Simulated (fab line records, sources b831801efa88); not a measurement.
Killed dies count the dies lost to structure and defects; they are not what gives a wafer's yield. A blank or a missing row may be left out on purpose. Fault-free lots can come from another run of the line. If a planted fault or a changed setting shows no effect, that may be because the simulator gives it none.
Problem report, 8D (eight disciplines) form, completed by code ; flow sky130 ; the parts of the form that need people (team, actions taken, sign-off) are left out

1. WHAT WENT WRONG
NWELL_RS at SKY_NWELL_RS_MEAS_29 reads a mean of 640.6 ohm/sq on 6 wafers of 2 lots; wafers without a fault read 624.2 ohm/sq with a standard deviation of 1.8. Relative to the usual mean, that is a shift of +9.1 standard deviations.
The step: measures by four-point-probe.
First observed at day 6 21:49: wafer L368.2, on film metro-03. Wafers with a number at this step in the record: 36, from 12 lots. Rule for "out" (also "out of limits"): further than 4 standard deviations from the usual mean. The other wafers with a number count as sound.

2. WHAT IT IS; WHAT IT IS NOT
question;is;is not
which readings at this step;NWELL_RS;-
which lots;L368, L370;L362, L364, L365, L366, L367, L371, L377, L378, L383, L385
which wafers of those lots;all that have a number;-
read on which gauges;film metro-03;film metro-01, film metro-04
when;from day 6 21:49;"up to then (15 sound wafers); but 15 sound wafers of L371, L377, L378, L383, L385 came after"

3. SUSPECTS, AND WHAT RULES EACH OUT
Counting: any tool at a process step up to the reading is kept as a suspect provided that every lot that is out went through it and no sound lot did after the first of them.
- the gauge at SKY_NWELL_RS_MEAS_29 is ruled out. All the wafers that are out were read on film metro-03, but those of them that SKY_NWELL_IMPLANT_13 has rows for are out there too, on other tools.
- implanter-01 at SKY_NWELL_IMPLANT_13: ruled out as a lasting fault. After its first lot that is out, L368 (day 6 01:52), sound lots L383 ran on it.
Left after counting: nothing in the record.

4. THE CAUSE (what the simulator had put in)
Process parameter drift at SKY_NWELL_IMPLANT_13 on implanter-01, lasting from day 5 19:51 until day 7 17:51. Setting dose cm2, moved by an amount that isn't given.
The count ruled it out by mistake, since the rule takes a fault to strike every lot its tool runs from the start of the fault on, and this one did not do so.

5. THE CHAIN OF EFFECTS, in route order
Each row: a reading where the mean over the struck wafers with a number is more than 3 standard deviations away from the usual. Only readings whose record carries a usual standard deviation are examined. hours: median over the lots of the time between each lot's start at the first step of this table that gives one and its start at this step. sigmas: the change, counted in usual standard deviations.
hours;step;reading;usual;on struck wafers;change;sigmas
0;SKY_NWELL_IMPLANT_13;dose ions cm2;6.998e+11;2.360e+11;-4.638e+11;-99 or more
0;SKY_NWELL_IMPLANT_13;faraday current uA;3.95;1.33;-2.62;-35
20;SKY_NWELL_RS_MEAS_29;NWELL_RS;624.2 ohm/sq;640.6;+16.4;+9.1
Here are the process steps it includes:
- SKY_NWELL_IMPLANT_13
Later measuring or inspecting steps at which every struck wafer that the step has a row for has a number for every such reading, and none has moved that far: SKY_VT_ADJUST_LVTN_OVL_MEAS_07, SKY_VT_ADJUST_LVTN_TW_MEAS_21.

6. WHAT WOULD HAVE CAUGHT IT SOONER
26 hours passed between the start of the fault at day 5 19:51 and the first reading out of limits at a measuring or inspecting step in this record, taken at day 6 21:49.
At SKY_NWELL_IMPLANT_13, the tool's own readings (dose ions cm2, faraday current uA) were out on each struck wafer the step has a row for, so an alarm limit on them would have fired on the first such wafer.
